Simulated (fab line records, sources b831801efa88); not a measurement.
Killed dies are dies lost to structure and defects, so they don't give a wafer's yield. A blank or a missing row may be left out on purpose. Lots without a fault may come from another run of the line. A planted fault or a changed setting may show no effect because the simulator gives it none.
A struck lot beside a sound one | flow sfq_line | 14 steps out of a route of 325
Sound: wafers L741.2, L741.4, L741.6. Struck: wafers L730.4, L730.5, L730.6. The cause comes at the end.
At each step with rows: each side's tool, then ch and its chambers, then its first start. Under that, the readings that differ: sound wafers | struck wafers | difference of the means | sigmas: that difference in standard deviations of wafers without a fault.
alike: readings whose means differ by less than 2 such deviations, and words and numbers that are the same on both sides. not compared: withheld readings, readings that some wafer has no value for, bounds like >300 that may hide the same value, and numbers for which the record gives no deviation and whose values overlap.
The two part at a step that has a row with sigmas, a row that says differs or no value, or rows on one side only. Numbers that don't overlap but have no deviation are shown without sigmas and don't part them. A reading that every wafer of one side lacks parts them only if that side has two wafers or more.

first, 2 steps without rows for these wafers: SFQ_TRILAYER_I7_VIA_LITHO_PEB_190 (peb time 60 s); SFQ_TRILAYER_I7_VIA_LITHO_DEVELOP_189 (time 60 s).
SFQ_I7_OVL_MEAS_947:
  sound on overlay-02, day 88 21:02; struck on overlay-01, day 77 12:23
  reading     | sound    | struck  | difference | sigmas
  I7_OVL (nm) | -6 -4 -2 | 14 11 6 | +14        | +3
SFQ_TRILAYER_I7_VIA_BARC_OPEN_VIA_ETCH_260: etches BARC in O2, target depth 125 nm, time 41.7 s.
  sound on rie_diel-04 ch 0,1,3, day 88 21:04; struck on rie_diel-02 ch 0,2,3, day 77 12:24
  alike: drypump_motor_current_A, oes_product_au
  not compared: rf_hours_counter_h
SFQ_TRILAYER_I7_VIA_ETCH_VIA_ETCH_190: etches SiO2 in CHF3, stops on Nb, target depth 260 nm.
  sound on rie_diel-04 ch 0,1,3, day 88 21:06; struck on rie_diel-02 ch 0,2,3, day 77 12:26
  alike: drypump_motor_current_A, oes_product_au
SFQ_TRILAYER_I7_VIA_STRIP_STRIP_191: strips in O2.
  sound on rie_metal-03 ch 0,1, day 88 21:13; struck on rie_metal-04 ch 0,1, day 77 12:45
  alike: drypump_motor_current_A, oes_product_au, platen_temp_c
  not compared: rf_hours_counter_h
then, 6 steps without rows for these wafers: SFQ_TRILAYER_I7_VIA_STRIP_SOLV_CLEAN_192 (cleans in NMP, time 600 s); SFQ_TRILAYER_M8_LITHO_LOR_COAT_197; SFQ_TRILAYER_M8_LITHO_LOR_BAKE_198; SFQ_TRILAYER_M8_LITHO_COAT_193 (resist thk 600 nm); SFQ_TRILAYER_M8_LITHO_SOFTBAKE_199; SFQ_TRILAYER_M8_LITHO_EXPOSE_194 (exposes mask M8, target cd 2000 nm).
-- the record jumps here: 4 days lie between the struck wafers' starts before and after --
SFQ_TRILAYER_M8_LITHO_PEB_196: peb time 60 s.
  sound on litho_track-01 ch 0, day 89 10:01; struck on litho_track-02, day 81 03:56
  no value came back on the struck wafers for chill_plate_temp_C (C), exhaust_pa (Pa), heater_power_total_W (W); on the sound wafers chill_plate_temp_C (C) reads 23.07 23.03 22.94
then, 1 step without rows for these wafers: SFQ_TRILAYER_M8_LITHO_DEVELOP_195 (img clear 15 s, time 55 s).

WHERE THEY PART
First at SFQ_I7_OVL_MEAS_947; last, within this record, at SFQ_TRILAYER_M8_LITHO_PEB_196.

WHY: what the simulator had put in
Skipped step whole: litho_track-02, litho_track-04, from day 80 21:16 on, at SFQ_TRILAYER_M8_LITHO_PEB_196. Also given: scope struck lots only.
